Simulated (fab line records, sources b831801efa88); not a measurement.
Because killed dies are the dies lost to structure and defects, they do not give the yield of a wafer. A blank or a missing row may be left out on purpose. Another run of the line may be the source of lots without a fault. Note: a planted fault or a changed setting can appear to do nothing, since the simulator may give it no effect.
2 desks looking at one fault -- flow gf180mcu -- every desk sees just its own numbers, and what lay behind them comes last

== FOR THE TOOL OWNER'S DESK: litho_track-04 ==
The tool's own readings at GF_V1_SOFTBAKE_10 (time 60 s): means of the sampled wafers that have a number, for each lot that ran on this tool. A lot is out of limits, marked OUT, if its mean lies more than 4 standard deviations from the usual mean; the brackets give that distance.
Columns: A = heater_power_total_W at GF_V1_SOFTBAKE_10, usual 93.06 W; B = run_length_s at GF_V1_SOFTBAKE_10, usual 89.37 s
lot,first seen here,A,B
L619,day 18 00:00,93.04,89.41
L621,day 18 22:00,93.05,89.44
L629,day 21 10:00,93.06,89.62
L634,day 23 03:00,93.02,89.41
L636,day 23 17:00,110.46 (+99 or more) OUT,64.98 (-99 or more) OUT
L639,day 24 15:00,110.48 (+99 or more) OUT,65.06 (-99 or more) OUT
Finding of this desk: L636, L639 out of limits; the first was L636 at day 23 17:00, on heater_power_total_W at GF_V1_SOFTBAKE_10. L619, L621, L629, L634 stayed within limits.

== AT THE METROLOGY DESK ==
What the gauges read, lot by lot, whatever tool the lot ran on: means of the sampled wafers that have a number. A lot is out of limits, marked OUT, if its mean lies more than 4 standard deviations from the usual mean; the brackets give that distance.
Columns: A = HV_LDD_OVL at GF_HV_LDD_OVL_MEAS_08, usual 2.1 nm; B = HV_LDD_02_OVL at GF_HV_LDD_OVL_MEAS_32, usual -0.1 nm; C = cd_nm at GF_NSD_CD_MEAS_07, usual 400.4 nm; D = cd_nm at GF_V1_CD_MEAS_14, usual 260.1 nm
lot,first seen here,A,B,C,D
L619,day 10 08:25,2.2,2.9,397.8,257.9
L620,day 10 16:22,1.7,0.4,400.3,260.2
L622,day 11 00:49,1.8,1.9,399.1,261.1
L621,day 11 02:04,2.9,-2.3,403.4,258.3
L623,day 11 10:30,1.3,-1.2,399.3,260.9
L624,day 11 19:10,-0.3,-0.9,400.8,258.5
L625,day 11 22:54,1.1,-0.5,404.0,259.2
L629,day 13 00:55,1.8,-0.7,397.2,260.2
L632,day 13 19:46,2.6,-0.8,399.3,261.0
L634,day 14 12:09,1.7,1.5,398.1,260.8
L636,day 15 03:02,1.4,-0.8,399.8,252.9 (-6.0) OUT
L639,day 16 02:52,2.9,1.0,401.3,255.7
L642,day 17 01:18,2.7,-0.7,399.9,261.2
Finding of this desk: L636 out of limits; the first was L636 at day 24 03:57, on cd_nm at GF_V1_CD_MEAS_14. L619, L620, L622, L621, L623, L624, L625, L629, L632, L634, L639, L642 stayed within limits.

== PUT TOGETHER ==
An alarm could have come from the tool owner's desk at day 23 17:00, on L636, L639.
An alarm was possible from the metrology desk at day 24 03:57, on L636.
The metrology desk has L639 on record, within its limits.
The lots listed all ran GF_V1_SOFTBAKE_10 on litho_track-04.

== WHAT WAS PUT IN BY THE SIMULATOR ==
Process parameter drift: litho_track-04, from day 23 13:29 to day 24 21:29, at GF_V1_SOFTBAKE_10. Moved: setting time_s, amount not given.
Shown lots that were struck: L636, L639.
Time in hours from fault onset to the first out-of-limits reading at each desk: tool owner's desk 4, metrology desk 14.
